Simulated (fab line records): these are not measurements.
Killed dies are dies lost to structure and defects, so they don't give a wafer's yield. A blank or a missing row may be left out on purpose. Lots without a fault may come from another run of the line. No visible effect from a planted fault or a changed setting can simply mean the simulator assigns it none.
The tool behind it: which one? -- flow gf180mcu -- 14 lots, 42 wafers sampled, at 3 steps of a route of 602

WHAT THE GAUGES SHOWED, per wafer
GF_M4_OVL_MEAS_15.
lot,measured,on,M4_OVL (nm)
L748,day 23 08:28,overlay-01,0 0 1
L749,day 23 13:18,overlay-01,8 8 1
L750,day 24 02:49,overlay-01,5 2 0
L751,day 24 15:01,overlay-02,-3 -17 -5
L754,day 25 14:10,overlay-02,3 0 -1
L755,day 25 21:43,overlay-02,1 -6 4
L757,day 26 19:24,overlay-02,-6 2 -3
L765,day 29 05:46,overlay-01,-1 -5 5
L766,day 29 09:13,overlay-01,-3 11 8
L767,day 29 15:07,overlay-01,8 -1 6
L768,day 29 20:54,overlay-01,3 6 -1
L769,day 30 06:32,overlay-01,-4 2 1
L770,day 30 08:19,overlay-02,4 1 4
L771,day 30 12:38,overlay-01,3 5 2

GF_V4_THK_MEAS_03.
lot,measured,on,V4_CVD_02_THK (nm)
L748,day 23 09:24,film-metro-04,839 832 850
L749,day 23 14:17,film-metro-04,867 868 867
L750,day 24 04:03,film-metro-02,847 840 846
L751,day 24 15:56,film-metro-03,841 862 853
L754,day 25 15:04,film-metro-04,848 868 864
L755,day 25 22:38,film-metro-02,840 859 864
L757,day 26 20:21,film-metro-04,858 841 861
L765,day 29 06:45,film-metro-03,853 849 848
L766,day 29 10:09,film-metro-02,849 840 867
L767,day 29 16:03,film-metro-02,831 846 840
L768,day 29 21:58,film-metro-03,832 831 863
L769,day 30 07:35,film-metro-04,844 857 855
L770,day 30 09:16,film-metro-04,841 868 849
L771,day 30 13:32,film-metro-04,850 869 848

WHAT TOOL EACH LOT RAN ON (gives the tool, then ch and the chambers of the sampled wafers, and finally the start)
lot,GF_SALICIDE_WET_ETCH_01
L748,"wet-bench-01 ch 2, day 15 01:40"
L749,"wet-bench-01 ch 0, day 15 05:59"
L750,"wet-bench-01 ch 0, day 15 20:12"
L751,"wet-bench-03 ch 2, day 16 06:08"
L754,"wet-bench-03 ch 0, day 17 05:29"
L755,"wet-bench-01 ch 1, day 17 16:19"
L757,"wet-bench-01 ch 3, day 18 16:32"
L765,"wet-bench-01 ch 2, day 21 11:21"
L766,"wet-bench-03 ch 1, day 21 19:10"
L767,"wet-bench-01 ch 1, day 22 03:36"
L768,"wet-bench-01 ch 0, day 22 07:11"
L769,"wet-bench-01 ch 2, day 22 22:43"
L770,"wet-bench-04 ch 2, day 23 01:30"
L771,"wet-bench-01 ch 1, day 23 05:19"
- GF_SALICIDE_WET_ETCH_01: etches SiO2 in dHF, target depth 5 nm, time 100 s.

WHAT THE TOOLS THEMSELVES READ (means of the sampled wafers that have a number; where no wafer has one, the mark that the record gives instead)
The record holds no such reading with a usual standard deviation.

THE ANSWER, worked out from the rows above alone
Rule: the usual values come from the lots themselves. Put in order of their means at a reading, lots are off if they are a third of the lots or fewer, leave a main group of 4 or more, and stand apart from it by a gap of 3 or more times the standard deviation of the main group's means; of several such gaps the widest counts. A main group whose means are all the same, to the digits that the tables above print for the reading, isn't used. A lot without any number at a reading at which 4 lots or more have one is off too. Where the step has rows for the other lots, those lots are counted as sound. First the gauges in route order, then the tools' own readings, where a lot's mean is used as printed above. The first step at which some lot is off is used, and at that step the reading that is off furthest; a lot without a number counts as furthest.
Across all readings shown, no lot is off: no conclusion can be drawn from this.

WHAT WAS PUT IN BY THE SIMULATOR
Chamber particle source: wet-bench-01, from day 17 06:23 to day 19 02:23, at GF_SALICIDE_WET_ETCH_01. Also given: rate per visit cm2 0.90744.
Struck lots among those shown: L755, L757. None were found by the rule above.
